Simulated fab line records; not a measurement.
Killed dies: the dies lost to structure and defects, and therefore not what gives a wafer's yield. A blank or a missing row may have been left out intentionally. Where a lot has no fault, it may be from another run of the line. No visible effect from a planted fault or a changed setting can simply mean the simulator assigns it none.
fab line records | flow gf180mcu
record lots=11 wafers=33 last-day=33
route steps=602 shown VT_IMPLANT@127 V2@385 M4@459
lots untouched by any fault: they come from a run of this same line in which no faults occurred
start-h: hours from the record's opening day to when the first of the lot's shown wafers began | wait-h: hours elapsed since this lot's preceding step | " identical to the entry in the row above | L1.1+2: a row that stands for several wafers | - no value present, or no start provided | * or withheld: withheld | < > ~ a bound
route shown NAME@n: a module of which the file shows steps, and the number in the route of the first | usual: the fault-free wafers' mean and standard deviation | same: alike in all rows | chamber/n: place in a boat | sites: readings site by site | _std_site: standard deviation across them | _edge_site: inner sites' mean taken away from outer sites' mean | radius-mm: how far each site lies from the wafer's centre | mask NAME#n: copy n | behind: the tool/chamber that last shaped the wafer | hold: reason for holding the lot/hours on hold/outcome of the hold | device: whichever transistor did not switch (one of n, p or np) | end of line: the route-end tests of the same wafers | a step given without rows: its recipe and nothing more | killed: at the first sort, the dies lost to defects and structure; wafer yield is something else | map: a wafer's dies, x killed, . not, _ none there
set.NAME: the setting as run; set.NAME@STEP: as run at that earlier step | model.NAME: the simulator's own value behind a step, which no gauge read
a sample of lots followed through the steps of the route, with each step as a table and each wafer as a row
services: a tool's chamber out of use, with start hour (start-h, from the record's first day; less than 0 if before it), hours out, and reason
## steps
# step GF_VT_IMPLANT_EXPOSE_37
# recipe mask-id=Nwell_HV_AREA target-cd-nm=860 na=0.6 source-shape=conventional sigma-outer=0.6 dose-mj=140
# same sigma-outer=0.6
# columns lot.wafer tool chamber start-h wait-h mask
L405.2+3+6 iline-stepper-02 0 149.31 - Nwell_HV_AREA#0
L406.2+4+5 iline-stepper-02 0 158.31 - Nwell_HV_AREA#0
L407.1+3+5 iline-stepper-02 0 162.72 - Nwell_HV_AREA#0
L408.2+4+5 iline-stepper-02 0 169.30 - Nwell_HV_AREA#0
L409.1+3+6 iline-stepper-02 0 176.59 - Nwell_HV_AREA#0
L413.3+4+6 iline-stepper-01 0 201.82 - Nwell_HV_AREA#0
L415.3+5+6 iline-stepper-01 0 214.30 - Nwell_HV_AREA#0
L420.3+5+6 iline-stepper-02 0 247.30 - Nwell_HV_AREA#0
L421.1+2+3 iline-stepper-02 0 254.93 - Nwell_HV_AREA#0
L422.3+4+6 iline-stepper-02 0 261.72 - Nwell_HV_AREA#0
L424.2+5+6 iline-stepper-02 0 276.28 - Nwell_HV_AREA#0
# step GF_VT_IMPLANT_OVL_MEAS_40
# usual VT_IMPLANT_03_OVL=0.7/1.2
# columns lot.wafer tool chamber start-h wait-h VT_IMPLANT_03_OVL[nm]
L405.2 overlay-02 - 157.04 0.1 1.7
L405.3 " - " " 1.2
L405.6 " - " " 0.4
L406.2 overlay-01 - 165.89 0.1 0.0
L406.4 " - " " -0.6
L406.5 " - " " -1.7
L407.1 overlay-02 - 170.52 0.1 0.8
L407.3 " - " " 1.5
L407.5 " - " " 1.2
L408.2 overlay-02 - 177.49 0.1 2.3
L408.4 " - " " 3.7
L408.5 " - " " 2.0
L409.1 overlay-02 - 184.98 0.1 0.5
L409.3 " - " " 2.5
L409.6 " - " " 2.6
L413.3 overlay-01 - 210.45 0.1 -138.5
L413.4 " - " " -139.0
L413.6 " - " " -138.9
L415.3 overlay-02 - 223.08 0.1 -140.6
L415.5 " - " " -137.1
L415.6 " - " " -138.4
L420.3 overlay-01 - 256.50 0.1 -0.9
L420.5 " - " " 1.6
L420.6 " - " " 3.1
L421.1 overlay-02 - 264.63 0.1 2.4
L421.2 " - " " 1.4
L421.3 " - " " 0.6
L422.3 overlay-02 - 270.90 0.1 0.8
L422.4 " - " " 0.4
L422.6 " - " " 0.8
L424.2 overlay-01 - 286.27 0.1 1.3
L424.5 " - " " 1.1
L424.6 " - " " -0.1
# step GF_V2_THK_MEAS_03
# recipe reads=SiO2_of_V2_CVD_02
# usual V2_CVD_02_THK=849/11
# columns lot.wafer tool chamber start-h wait-h V2_CVD_02_THK[nm]
L405.2 film-metro-04 - 439.05 0.0 841
L405.3 " - " " 828
L405.6 " - " " 860
L406.2 film-metro-01 - 448.02 0.0 833
L406.4 " - " " 845
L406.5 " - " " 860
L407.1 film-metro-01 - 457.64 0.1 841
L407.3 " - " " 875
L407.5 " - " " 872
L408.2 film-metro-02 - 472.01 0.0 830
L408.4 " - " " 852
L408.5 " - " " 847
L409.1 film-metro-02 - 484.73 0.0 832
L409.3 " - " " 844
L409.6 " - " " 855
L413.3 film-metro-01 - 509.57 0.1 839
L413.4 " - " " 856
L413.6 " - " " 852
L415.3 film-metro-01 - 526.47 0.1 845
L415.5 " - " " 866
L415.6 " - " " 851
L420.3 film-metro-01 - 567.62 0.1 852
L420.5 " - " " 856
L420.6 " - " " 864
L421.1 film-metro-01 - 579.89 0.0 849
L421.2 " - " " 830
L421.3 " - " " 842
L422.3 film-metro-01 - 583.78 0.1 843
L422.4 " - " " 842
L422.6 " - " " 844
L424.2 film-metro-04 - 606.88 0.1 853
L424.5 " - " " 854
L424.6 " - " " 851
# step GF_V2_ETCH_16
# recipe chemistry=N2/H2 target-depth-a=withheld overetch-a=withheld time-s=withheld target=BARC ion-energy-ev=200 source-w=500 bias-w=100 pressure-mtorr=30 n2-flow-sccm=100 h2-flow-sccm=200
# usual drypump-motor-current-A=5.9/0.35 h2-flow-sccm=200.1/0.56 oes-product-au=0.854/0.0049 throttle-valve-pct=13.226/0.0087
# columns lot.wafer tool chamber start-h wait-h drypump-motor-current-A h2-flow-sccm oes-product-au throttle-valve-pct
L405.2 rie-diel-04 3 463.72 0.0 5.5 200.3 0.854 13.216
L405.3 " 2 " " 6.0 199.8 0.847 13.222
L405.6 " 3 " " 5.5 200.1 0.850 13.237
L406.2 rie-diel-03 2 471.64 0.0 6.7 200.5 0.858 13.234
L406.4 " 0 " " 6.0 200.1 0.868 13.229
L406.5 " 2 " " 6.7 199.2 0.857 13.214
L407.1 rie-diel-04 0 481.74 0.0 5.8 200.9 0.856 13.225
L407.3 " 2 " " 5.9 200.1 0.861 13.220
L407.5 " 2 " " 5.9 199.5 0.847 13.230
L408.2 rie-diel-04 1 496.02 0.0 6.0 200.4 0.863 13.223
L408.4 " 2 " " 5.9 199.4 0.854 13.233
L408.5 " 1 " " 6.0 199.5 0.844 13.229
L409.1 rie-diel-04 1 508.07 0.0 6.0 200.0 0.846 13.227
L409.3 " 3 " " 5.5 200.1 0.857 13.247
L409.6 " 2 " " 5.9 199.5 0.856 13.229
L413.3 rie-diel-01 3 532.47 0.0 5.3 199.8 0.850 13.215
L413.4 " 1 " " 6.3 200.4 0.855 13.216
L413.6 " 0 " " 6.0 200.6 0.857 13.230
L415.3 rie-diel-01 0 549.27 0.0 5.9 199.9 0.857 13.217
L415.5 " 0 " " 5.9 198.9 0.852 13.239
L415.6 " 3 " " 5.4 199.7 0.860 13.219
L420.3 rie-diel-01 3 589.97 0.0 5.4 200.4 0.852 13.221
L420.5 " 3 " " 5.3 200.2 0.847 13.226
L420.6 " 0 " " 6.0 200.7 0.856 13.223
L421.1 rie-diel-03 3 601.77 0.0 5.5 199.5 0.863 13.215
L421.2 " 1 " " 6.0 200.7 0.858 13.230
L421.3 " 0 " " 6.1 199.5 0.855 13.214
L422.3 rie-diel-04 1 606.01 0.0 6.0 200.2 0.846 13.227
L422.4 " 2 " " 5.9 200.9 0.859 13.228
L422.6 " 2 " " 5.9 200.1 0.847 13.239
L424.2 rie-diel-04 0 627.82 0.0 5.8 201.5 0.855 13.243
L424.5 " 1 " " 6.0 201.2 0.853 13.240
L424.6 " 2 " " 5.9 201.0 0.854 13.222
# step GF_M4_SPUTTER_03
# recipe material=Ti target-thk-nm=10 substrate-temp-c=300 chamber-pressure-pa=0.3 power-w=3000 time-s=6.7
# usual throttle-valve-pct=30.0/0.93
# same time-s=6.7
# columns lot.wafer tool chamber start-h wait-h throttle-valve-pct
L405.2 pvd-sputter-02 - 516.18 0.0 29.2
L405.3 " - " " 30.2
L405.6 " - " " 29.3
L406.2 pvd-sputter-02 - 524.25 0.0 29.8
L406.4 " - " " 28.0
L406.5 " - " " 30.8
L407.1 pvd-sputter-01 - 533.20 0.0 30.3
L407.3 " - " " 29.6
L407.5 " - " " 30.2
L408.2 pvd-sputter-01 - 547.52 0.0 30.1
L408.4 " - " " 30.0
L408.5 " - " " 30.8
L409.1 pvd-sputter-02 - 557.69 0.0 30.5
L409.3 " - " " 29.6
L409.6 " - " " 29.8
L413.3 pvd-sputter-04 - 581.64 0.0 31.9
L413.4 " - " " 29.8
L413.6 " - " " 29.4
L415.3 pvd-sputter-02 - 597.45 0.0 29.7
L415.5 " - " " 30.7
L415.6 " - " " 29.3
L420.3 pvd-sputter-04 - 635.28 0.0 28.9
L420.5 " - " " 31.5
L420.6 " - " " 32.0
L421.1 pvd-sputter-02 - 647.06 0.0 30.4
L421.2 " - " " 29.1
L421.3 " - " " 29.6
L422.3 pvd-sputter-01 - 650.33 0.0 29.7
L422.4 " - " " 29.9
L422.6 " - " " 30.8
L424.2 pvd-sputter-01 - 670.58 0.0 29.8
L424.5 " - " " 30.0
L424.6 " - " " 29.6
## services
# columns tool chamber start-h hours kind
pvd-sputter-04 - 130.17 2.1 repair
pvd-sputter-04 - 142.74 4.9 repair
rie-diel-03 1 157.89 9.2 repair
rie-diel-04 3 173.80 3.9 repair
iline-stepper-01 - 178.86 1.1 repair
iline-stepper-02 - 196.87 2.7 repair
pvd-sputter-01 - 238.45 3.7 repair
pvd-sputter-04 - 238.58 10.1 repair
iline-stepper-02 - 240.30 1.7 pm
rie-diel-01 2 403.65 1.2 repair
iline-stepper-02 - 404.39 3.1 repair
rie-diel-01 1 406.35 2.3 repair
iline-stepper-02 - 446.52 8.4 repair
iline-stepper-02 - 458.48 1.7 pm
rie-diel-04 2 467.02 3.8 repair
iline-stepper-02 - 493.48 4.4 pm
iline-stepper-02 - 503.41 5.5 repair
rie-diel-04 3 515.18 3.4 repair
rie-diel-04 - 522.27 2.8 pm
rie-diel-04 1 530.63 3.7 repair
rie-diel-04 1 540.16 7.1 repair
iline-stepper-02 - 543.88 2.1 pm
pvd-sputter-02 - 633.06 2.1 repair
rie-diel-01 3 666.32 20.5 repair
## key
first-sign step=GF_VT_IMPLANT_OVL_MEAS_40 reading=VT_IMPLANT_03_OVL direction=down sigmas=99+ usual=0.7 struck=-138.8
effect none on later readings
met-at GF_VT_IMPLANT_EXPOSE_37
struck-lots L413,L415
tester-left-out L413,L415
not-acting-at GF_V2_THK_MEAS_03,GF_V2_ETCH_16,GF_M4_SPUTTER_03
fault kind=scanner-matching-overlay tool=iline-stepper-01 chamber=- onset-h=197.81 steps=GF_VT_IMPLANT_EXPOSE_37 offset=-138.79
# tester-left-out: of these lots the tester's yield and bins aren't shown, on N5 and GAA mostly nor the transistor test; their killed dies are dies lost to structure and defects alone, not to doping, threshold or leakage, so they don't give the yield
